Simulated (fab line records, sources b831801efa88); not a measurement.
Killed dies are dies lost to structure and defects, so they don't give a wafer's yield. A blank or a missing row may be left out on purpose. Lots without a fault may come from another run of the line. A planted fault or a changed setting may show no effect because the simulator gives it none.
fab line records | flow sfq_line
record lots=6 wafers=18 last_day=92
route steps=325 shown L0V@17 M0@28 I0@43 M1@58 M8@325
lots that met no fault: from a run of the same line without faults
start_h: hours from the record's first day to the start of the lot's first wafer shown | wait_h: hours since the lot's step before | " the same as in the row above | L1.1+2: a row that stands for several wafers | - no value, or no start given | * or withheld: withheld | < > ~ a bound
route shown NAME@n: a module of which the file shows steps, and the number in the route of the first | usual: mean/standard deviation of fault-free wafers | same: alike in all rows | chamber/n: place in a boat | sites: the reading at each site | _std_site: their standard deviation | _edge_site: outer sites' mean less inner sites' | radius_mm: how far each site lies from the wafer's centre | mask NAME#n: copy n | behind: the tool/chamber that last shaped the wafer | hold: why the lot was held/for how many hours/how that ended | device: the transistor (n, p or np) that didn't switch | end of line: the same wafers' tests at the end of the route | a step without rows: its recipe alone | killed: dies lost to structure and defects at the first sort, not the wafer's yield | map: a wafer's dies, x killed, . not, _ none there
set.NAME: the setting as run; set.NAME@STEP: as run at that earlier step | model.NAME: the simulator's own value behind a step, which no gauge read
lots at some steps of the route; a table a step, a row a wafer
services: from which hour (start_h, from the record's first day; less than 0 if before it) a tool's chamber was out of use, for how many hours, and why
## steps
# step SFQ_TRILAYER_L0_VIA_LITHO_COAT_018
# recipe resist=BARC spin_rpm=3000 resist_thk_nm=62
# step SFQ_TRILAYER_L0_VIA_LITHO_COAT_013
# recipe resist=KrF spin_rpm=3000 resist_thk_nm=650
# step SFQ_TRILAYER_L0_VIA_LITHO_SOFTBAKE_017
# recipe temp_c=withheld time_s=withheld resist=KrF
# step SFQ_TRILAYER_L0_VIA_LITHO_EXPOSE_014
# recipe mask_id=L0V na=0.6 source_shape=conventional sigma_outer=0.65 target_cd_nm=700 dose_mj=21.3
# step SFQ_TRILAYER_L0_VIA_LITHO_PEB_016
# recipe peb_temp_c=115 peb_time_s=60 resist=KrF
# step SFQ_TRILAYER_L0_VIA_LITHO_DEVELOP_015
# recipe time_s=60 resist=KrF
# step SFQ_L0V_OVL_MEAS_903
# usual L0V_OVL=0/5.1
# columns lot.wafer tool chamber start_h wait_h L0V_OVL[nm]
L221.3 overlay-02 - 166.09 0.1 1
L221.4 " - " " -2
L221.6 " - " " -2
L225.1 overlay-02 - 198.79 0.1 -7
L225.3 " - " " 1
L225.6 " - " " 6
L230.1 overlay-02 - 243.87 0.1 3
L230.4 " - " " 3
L230.6 " - " " 0
L232.2 overlay-01 - 259.47 0.1 -4
L232.4 " - " " -4
L232.5 " - " " -6
L240.1 overlay-01 - 318.09 0.1 -2
L240.2 " - " " 4
L240.5 " - " " 2
L243.3 overlay-01 - 339.40 0.1 1
L243.4 " - " " 6
L243.5 " - " " 2
# step SFQ_TRILAYER_L0_VIA_BARC_OPEN_VIA_ETCH_021
# recipe mask_material=PR chemistry=O2 target_depth_nm=125 target=BARC source_w=500 bias_w=80 pressure_mtorr=30 time_s=41.7
# step SFQ_TRILAYER_L0_VIA_ETCH_VIA_ETCH_016
# recipe target=SiO2 stop_on=MoNx_KI mask_material=PR chemistry=CHF3 target_depth_nm=80 source_w=500 bias_w=80 pressure_mtorr=30 time_s=withheld
# usual drypump_motor_current_A=5.6/0.46 oes_product_au=0.842/0.0092
# columns lot.wafer tool chamber start_h wait_h drypump_motor_current_A oes_product_au
L221.3 rie_diel-01 1 166.15 0.0 6.1 0.834
L221.4 " 2 " " 5.7 0.848
L221.6 " 0 " " 5.9 0.842
L225.1 rie_diel-01 2 198.87 0.0 5.7 0.831
L225.3 " 3 " " 4.9 0.831
L225.6 " 2 " " 5.7 0.839
L230.1 rie_diel-01 0 243.94 0.0 5.9 0.842
L230.4 " 1 " " 6.1 0.841
L230.6 " 2 " " 5.7 0.841
L232.2 rie_diel-03 1 259.54 0.0 4.8 0.831
L232.4 " 3 " " 5.5 0.853
L232.5 " 2 " " 5.1 0.852
L240.1 rie_diel-01 0 318.17 0.0 5.9 0.839
L240.2 " 3 " " 4.8 0.835
L240.5 " 3 " " 4.8 0.858
L243.3 rie_diel-03 3 339.46 0.0 5.5 0.831
L243.4 " 2 " " 5.1 0.845
L243.5 " 0 " " 5.3 0.836
# step SFQ_TRILAYER_L0_VIA_STRIP_STRIP_017
# recipe gas=O2 power_w=200 platen_temp_c=40 overash_fraction=0.65 chemistry=O2 pressure_mtorr=50
# usual drypump_motor_current_A=5.6/0.41 oes_product_au=1.005/0.015
# columns lot.wafer tool chamber start_h wait_h drypump_motor_current_A oes_product_au rf_hours_counter_h
L221.3 rie_metal-02 1 166.40 - 6.3 1.015 -
L221.4 " 0 " " 5.5 1.002 -
L221.6 " 0 " " 5.5 1.010 -
L225.1 rie_metal-03 1 198.92 - 5.1 0.990 23
L225.3 " 0 " " 5.9 1.039 -
L225.6 " 1 " " 5.1 0.999 -
L230.1 rie_metal-03 0 243.99 - 5.9 1.020 50
L230.4 " 1 " " 5.1 0.980 -
L230.6 " 0 " " 5.9 1.026 -
L232.2 rie_metal-03 0 259.59 - 5.9 1.029 53
L232.4 " 1 " " 5.2 0.986 -
L232.5 " 1 " " 5.1 0.988 -
L240.1 rie_metal-04 0 318.21 - 5.4 1.028 123
L240.2 " 1 " " 5.5 0.994 68
L240.5 " 1 " " 5.5 0.995 -
L243.3 rie_metal-02 1 339.71 - 6.3 1.006 -
L243.4 " 0 " " 5.6 1.003 -
L243.5 " 1 " " 6.3 1.003 -
# step SFQ_TRILAYER_L0_VIA_STRIP_SOLV_CLEAN_018
# recipe chemistry=NMP temp_c=70 time_s=600
# step SFQ_TRILAYER_M0_DEP_PRE_CLEAN_020
# recipe gas=Ar time_s=15 bias_v=250
# step SFQ_TRILAYER_M0_DEP_SPUTTER_019
# recipe material=Nb base_pressure_pa=1.33e-06 chamber_pressure_pa=0.1333 substrate_temp_c=20 resputter_cathode_voltage_v=400 target_thk_nm=200 power_w=2000 time_s=133.3
# usual resputter_cathode_voltage_v=400/4 throttle_valve_pct=29.9/1.3
# columns lot.wafer tool chamber start_h wait_h resputter_cathode_voltage_v throttle_valve_pct model.Nb_of_TRILAYER_M0_DEP_SPUTTER_019.thk_nm
L221.3 pvd_sputter-03 - 167.00 0.0 400 29.6 197.9
L221.4 " - " " 403 30.8 200.3
L221.6 " - " " 398 29.4 199.2
L225.1 pvd_sputter-05 - 199.72 0.0 402 28.1 200.7
L225.3 " - " " 398 31.4 201.3
L225.6 " - " " 403 31.5 201.8
L230.1 pvd_sputter-05 - 244.81 0.0 395 28.4 200.2
L230.4 " - " " 402 31.0 220.1
L230.6 " - " " 404 31.6 199.7
L232.2 pvd_sputter-05 - 260.39 0.0 405 31.2 198.6
L232.4 " - " " 407 31.1 220.3
L232.5 " - " " 396 31.4 199.1
L240.1 pvd_sputter-03 - 319.03 0.0 401 28.3 199.1
L240.2 " - " " 400 30.7 200
L240.5 " - " " 413 30.0 199.5
L243.3 pvd_sputter-04 - 340.32 0.0 399 29.6 196.8
L243.4 " - " " 403 30.3 196.2
L243.5 " - " " 402 30.4 202
# step SFQ_M0_RS_MEAS_904
# recipe thk_meas_gauge=four-point-probe reads=Nb_of_TRILAYER_M0_DEP_SPUTTER_019
# usual M0_NB_RS=0.889/0.0098
# columns lot.wafer tool chamber start_h wait_h M0_NB_RS[ohm/sq]
L221.3 film_metro-01 - 167.13 0.1 0.898
L221.4 " - " " 0.888
L221.6 " - " " 0.894
L225.1 film_metro-01 - 199.81 0.0 0.886
L225.3 " - " " 0.885
L225.6 " - " " 0.880
L230.1 film_metro-04 - 244.90 0.0 0.888
L230.4 " - " " 0.808
L230.6 " - " " 0.892
L232.2 film_metro-04 - 260.50 0.1 0.896
L232.4 " - " " 0.806
L232.5 " - " " 0.894
L240.1 film_metro-03 - 319.12 0.0 0.893
L240.2 " - " " 0.891
L240.5 " - " " 0.894
L243.3 film_metro-03 - 340.46 0.1 0.906
L243.4 " - " " 0.908
L243.5 " - " " 0.881
# step SFQ_TRILAYER_M0_LITHO_COAT_026
# recipe resist=BARC spin_rpm=3000 resist_thk_nm=62
# step SFQ_TRILAYER_M0_LITHO_COAT_021
# recipe resist=KrF spin_rpm=3000 resist_thk_nm=600
# step SFQ_TRILAYER_M0_LITHO_SOFTBAKE_025
# recipe temp_c=withheld time_s=withheld resist=KrF
# step SFQ_TRILAYER_M0_LITHO_EXPOSE_022
# recipe mask_id=M0 na=0.6 source_shape=conventional sigma_outer=0.65 target_cd_nm=500 dose_mj=14.4
# step SFQ_TRILAYER_M0_LITHO_PEB_024
# recipe peb_temp_c=115 peb_time_s=60 resist=KrF
# step SFQ_TRILAYER_M0_LITHO_DEVELOP_023
# recipe time_s=60 resist=KrF
# step SFQ_M0_OVL_MEAS_906
# usual M0_OVL=0/5.5
# columns lot.wafer tool chamber start_h wait_h M0_OVL[nm]
L221.3 overlay-02 - 267.88 0.1 6
L221.4 " - " " 6
L221.6 " - " " -2
L225.1 overlay-02 - 304.85 0.1 1
L225.3 " - " " -5
L225.6 " - " " 1
L230.1 overlay-02 - 359.79 0.1 3
L230.4 " - " " -2
L230.6 " - " " 6
L232.2 overlay-02 - 377.92 0.1 -2
L232.4 " - " " 0
L232.5 " - " " -4
L240.1 overlay-02 - 445.24 0.1 -7
L240.2 " - " " 5
L240.5 " - " " -1
L243.3 overlay-02 - 485.11 0.1 -3
L243.4 " - " " 6
L243.5 " - " " 0
# step SFQ_TRILAYER_M0_BARC_OPEN_METAL_ETCH_031
# recipe mask_material=PR chemistry=O2 target_depth_nm=125 target=BARC icp_w=600 bias_w=80 pressure_mtorr=10 time_s=41.7
# step SFQ_TRILAYER_M0_ETCH_METAL_ETCH_024
# recipe target=Nb stop_on=SiO2 mask_material=PR chemistry=Cl2/Ar target_depth_nm=240 icp_w=600 bias_w=80 pressure_mtorr=10 time_s=120
# usual drypump_motor_current_A=5.7/0.42 oes_product_au=0.894/0.0065
# same time_s=120
# columns lot.wafer tool chamber start_h wait_h drypump_motor_current_A oes_product_au rf_hours_counter_h
L221.3 rie_metal-02 1 268.00 0.1 6.3 0.885 -
L221.4 " 0 " " 5.6 0.895 -
L221.6 " 0 " " 5.5 0.895 -
L225.1 rie_metal-01 0 304.94 0.0 5.3 0.902 4
L225.3 " 0 " " 5.3 0.891 -
L225.6 " 1 " " 6.0 0.901 -
L230.1 rie_metal-02 1 359.88 0.0 6.3 0.891 121
L230.4 " 0 " " 5.5 0.944 -
L230.6 " 1 " " 6.3 0.896 -
L232.2 rie_metal-03 1 378.01 0.0 5.2 0.894 52
L232.4 " 0 " " 5.9 0.947 -
L232.5 " 0 " " 5.9 0.887 -
L240.1 rie_metal-02 0 445.33 0.0 5.5 0.898 101
L240.2 " 1 " " 6.3 0.886 129
L240.5 " 1 " " 6.3 0.884 -
L243.3 rie_metal-02 0 485.23 0.1 5.5 0.884 -
L243.4 " 1 " " 6.3 0.886 -
L243.5 " 0 " " 5.5 0.900 -
# step SFQ_TRILAYER_M0_STRIP_STRIP_025
# recipe gas=O2 power_w=200 platen_temp_c=40 overash_fraction=0.65 chemistry=O2 pressure_mtorr=50
# usual drypump_motor_current_A=5.7/0.42 oes_product_au=1.002/0.012
# columns lot.wafer tool chamber start_h wait_h drypump_motor_current_A oes_product_au rf_hours_counter_h
L221.3 rie_metal-02 1 268.29 0.2 6.3 1.007 -
L221.4 " 0 " " 5.5 0.992 -
L221.6 " 0 " " 5.5 1.003 -
L225.1 rie_metal-01 0 305.07 0.1 5.3 0.983 4
L225.3 " 0 " " 5.3 0.977 -
L225.6 " 1 " " 6.0 0.992 -
L230.1 rie_metal-02 1 360.01 0.1 6.3 1.000 121
L230.4 " 0 " " 5.5 1.019 -
L230.6 " 1 " " 6.3 0.998 -
L232.2 rie_metal-03 1 378.13 0.1 5.2 0.994 52
L232.4 " 0 " " 5.9 1.012 -
L232.5 " 0 " " 5.9 1.019 -
L240.1 rie_metal-02 0 445.46 0.1 5.5 1.008 101
L240.2 " 1 " " 6.3 1.005 129
L240.5 " 1 " " 6.3 1.006 -
L243.3 rie_metal-02 0 485.52 0.2 5.5 1.014 -
L243.4 " 1 " " 6.3 1.011 -
L243.5 " 0 " " 5.5 1.013 -
# step SFQ_TRILAYER_M0_STRIP_SOLV_CLEAN_026
# recipe chemistry=NMP temp_c=70 time_s=600
# step SFQ_TRILAYER_I0_DEP_PECVD_027
# recipe material=SiO2 temp_c=150 time_s=111.11 pressure_torr=2.4 rf_w=183.3 precursor=SiH4/N2O target_thk_nm=500
# step SFQ_TRILAYER_I0_CMP_CMP_028
# recipe material=SiO2 down_force_psi=3 platen_rpm=60 pad_velocity_m_s=0.94248
# usual motor_current_A=10.3/0.69 retaining_ring_pressure_frac=1.001/0.0046 time_to_endpoint_s=208/7.5
# columns lot.wafer tool chamber start_h wait_h motor_current_A retaining_ring_pressure_frac time_to_endpoint_s
L221.4 cmp-02 3 273.37 4.4 10.7 1.004 216
L221.3 " 1 274.37 5.5 9.6 1.003 202
L221.6 " 0 275.87 6.9 10.1 1.006 212
L225.3 cmp-02 1 312.87 7.0 9.7 1.003 197
L225.1 " 3 313.87 8.0 10.7 0.993 216
L225.6 " 1 314.87 8.9 9.8 1.003 208
L230.4 cmp-01 1 361.07 0.0 10.5 1.008 218
L230.1 " 0 362.57 1.5 10.2 0.997 211
L230.6 " 1 " " 10.1 1.007 207
L232.4 cmp-02 1 379.99 1.0 9.1 0.994 214
L232.2 " 2 " " 9.5 0.996 208
L232.5 " 3 " " 10.7 1.008 220
L240.1 cmp-02 1 447.86 1.6 9.8 0.998 195
L240.2 " 2 " " 9.5 0.998 208
L240.5 " 3 " " 10.5 1.008 216
L243.3 cmp-01 0 492.75 6.6 9.7 1.004 202
L243.4 " 2 493.75 7.6 11.4 1.005 211
L243.5 " 0 494.75 8.6 10.3 1.009 205
# step SFQ_I0_BOW_MEAS_907
# recipe mode=bow
# usual I0_BOW=1/6.5
# columns lot.wafer tool chamber start_h wait_h I0_BOW[um]
L221.3 film_metro-01 - 276.41 1.5 3
L221.4 " - " " 5
L221.6 " - " " 8
L225.1 film_metro-04 - 315.37 1.0 5
L225.3 " - " " 8
L225.6 " - " " -3
L230.1 film_metro-04 - 364.07 1.0 0
L230.4 " - " " -1
L230.6 " - " " -10
L232.2 film_metro-01 - 382.01 1.0 11
L232.4 " - " " 7
L232.5 " - " " 11
L240.1 film_metro-04 - 449.86 1.5 -5
L240.2 " - " " 7
L240.5 " - " " 2
L243.3 film_metro-04 - 495.29 2.0 4
L243.4 " - " " 12
L243.5 " - " " 6
# step SFQ_TRILAYER_I0_METRO_MEASURE_029
# usual thk_nm=199.2/1
# columns lot.wafer tool chamber start_h wait_h thk_nm
L221.3 film_metro-01 - 276.89 0.5 197.3
L221.4 " - " " 199.0
L221.6 " - " " 200.2
L225.1 film_metro-04 - 315.49 0.1 199.6
L225.3 " - " " 198.8
L225.6 " - " " 198.6
L230.1 film_metro-04 - 364.19 0.1 198.6
L230.4 " - " " 197.7
L230.6 " - " " 196.8
L232.2 film_metro-01 - 382.31 0.3 199.9
L232.4 " - " " 197.8
L232.5 " - " " 201.0
L240.1 film_metro-04 - 449.98 0.1 198.8
L240.2 " - " " 198.9
L240.5 " - " " 200.1
L243.3 film_metro-04 - 495.77 0.5 199.8
L243.4 " - " " 200.9
L243.5 " - " " 200.2
# step SFQ_TRILAYER_I0_VIA_LITHO_COAT_036
# recipe resist=BARC spin_rpm=3000 resist_thk_nm=62
# step SFQ_TRILAYER_I0_VIA_LITHO_COAT_031
# recipe resist=KrF spin_rpm=3000 resist_thk_nm=650
# step SFQ_TRILAYER_I0_VIA_LITHO_SOFTBAKE_035
# recipe temp_c=withheld time_s=withheld resist=KrF
# step SFQ_TRILAYER_I0_VIA_LITHO_EXPOSE_032
# recipe mask_id=I0 na=0.6 source_shape=conventional sigma_outer=0.65 target_cd_nm=500 dose_mj=21.3
# step SFQ_TRILAYER_I0_VIA_LITHO_PEB_034
# recipe peb_temp_c=115 peb_time_s=60 resist=KrF
# step SFQ_TRILAYER_I0_VIA_LITHO_DEVELOP_033
# recipe time_s=60 resist=KrF
# step SFQ_I0_OVL_MEAS_908
# usual I0_OVL=-1/5
# columns lot.wafer tool chamber start_h wait_h I0_OVL[nm]
L221.3 overlay-01 - 304.80 0.1 -2
L221.4 " - " " -2
L221.6 " - " " 6
L225.1 overlay-01 - 335.05 0.1 -4
L225.3 " - " " -3
L225.6 " - " " -4
L230.1 overlay-02 - 367.76 0.1 6
L230.4 " - " " 1
L230.6 " - " " -9
L232.2 overlay-02 - 385.56 0.1 -5
L232.4 " - " " -6
L232.5 " - " " -7
L240.1 overlay-01 - 609.23 0.1 7
L240.2 " - " " 0
L240.5 " - " " 8
L243.3 overlay-02 - 650.17 0.1 -4
L243.4 " - " " -2
L243.5 " - " " 0
# step SFQ_TRILAYER_I0_VIA_BARC_OPEN_VIA_ETCH_046
# recipe mask_material=PR chemistry=O2 target_depth_nm=125 target=BARC source_w=500 bias_w=80 pressure_mtorr=30 time_s=41.7
# step SFQ_TRILAYER_I0_VIA_ETCH_VIA_ETCH_034
# recipe target=SiO2 stop_on=Nb mask_material=PR taper_deg=20 chemistry=CHF3 target_depth_nm=260 source_w=500 bias_w=80 pressure_mtorr=30 time_s=withheld
# step SFQ_TRILAYER_I0_VIA_STRIP_STRIP_035
# recipe gas=O2 power_w=200 platen_temp_c=40 overash_fraction=0.65 chemistry=O2 pressure_mtorr=50
# step SFQ_TRILAYER_I0_VIA_STRIP_SOLV_CLEAN_036
# recipe chemistry=NMP temp_c=70 time_s=600
# step SFQ_TRILAYER_M1_DEP_PRE_CLEAN_038
# recipe gas=Ar time_s=22.5 bias_v=250
# step SFQ_M8_BOW_MEAS_951
# recipe mode=bow
# usual M8_BOW=8/8.1
# columns lot.wafer tool chamber start_h wait_h M8_BOW[um] model.etest.m0.ohm_um model.etest.i0.link_ohm model.etest.m0.ohm_sq
L221.3 film_metro-02 - 1847.95 0.0 3 1.792 1.964 0.8995
L221.4 " - " " 3 1.783 1.942 0.889
L221.6 " - " " 6 1.785 1.943 0.8938
L225.1 film_metro-02 - 1947.18 0.0 14 1.77 1.943 0.8871
L225.3 " - " " 16 1.757 1.948 0.8846
L225.6 " - " " 7 1.751 1.943 0.8823
L230.1 film_metro-01 - 2121.99 0.0 5 1.778 1.981 0.8891
L230.4 " - " " 6 1.624 1.876 0.809
L230.6 " - " " -4 1.782 1.97 0.8914
L232.2 film_metro-02 - 2185.80 0.0 9 1.81 1.949 0.8965
L232.4 " - " " 4 1.615 1.866 0.8082
L232.5 " - " " 8 1.8 1.949 0.8944
L240.1 film_metro-02 - 2207.44 0.0 5 1.791 1.952 0.8941
L240.2 " - " " 16 1.773 1.944 0.8901
L240.5 " - " " 11 1.778 1.96 0.8924
L243.3 film_metro-04 - 2213.65 0.0 12 1.808 1.972 0.9047
L243.4 " - " " 19 1.81 1.962 0.9076
L243.5 " - " " 13 1.763 1.935 0.8814
## services
# columns tool chamber start_h hours kind
rie_metal-03 0 143.24 1.1 repair
rie_metal-03 - 170.82 1.0 repair
rie_diel-01 2 181.48 12.9 repair
rie_metal-02 0 200.33 9.1 repair
film_metro-04 - 206.67 0.6 pm
cmp-02 - 209.04 0.2 repair
rie_metal-03 0 220.16 9.1 repair
film_metro-04 - 254.63 1.0 pm
film_metro-04 - 291.48 14.5 repair
cmp-02 - 317.36 0.4 repair
cmp-02 - 322.52 2.0 repair
rie_diel-01 3 332.59 1.9 repair
film_metro-04 - 356.32 0.3 pm
rie_diel-01 - 392.82 0.4 repair
rie_diel-01 2 393.40 3.0 repair
rie_metal-02 1 399.90 3.4 repair
cmp-02 - 407.36 4.0 pm
cmp-02 - 414.40 5.2 pm
rie_metal-03 - 440.95 0.4 repair
rie_diel-01 0 442.02 8.9 repair
rie_metal-02 - 442.12 2.4 repair
film_metro-04 - 451.67 2.3 pm
rie_diel-01 3 473.56 3.6 repair
rie_metal-02 - 485.92 2.8 pm
## key
first_sign step=SFQ_M0_RS_MEAS_904 reading=M0_NB_RS direction=down sigmas=8.4 usual=0.889 struck=0.807
effect step=SFQ_TRILAYER_M0_ETCH_METAL_ETCH_024 reading=oes_product_au direction=up sigmas=7.9 usual=0.894 struck=0.945
model_effect step=SFQ_TRILAYER_M0_DEP_SPUTTER_019 value=Nb_of_TRILAYER_M0_DEP_SPUTTER_019.thk_nm without=200.8 struck=220.2
model_effect step=SFQ_M8_BOW_MEAS_951 value=etest.m0.ohm_um without=1.775 struck=1.619
met_at SFQ_TRILAYER_M0_DEP_SPUTTER_019
struck_wafers L230.4,L232.4
onset_between 199.72 244.81
fault kind=process_parameter_drift tool=pvd_sputter-05 chamber=- onset_h=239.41 steps=SFQ_TRILAYER_M0_DEP_SPUTTER_019 channel=time_s offset=* shape=step end_h=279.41 scope=struck_wafers_only acts_in=* stated=*
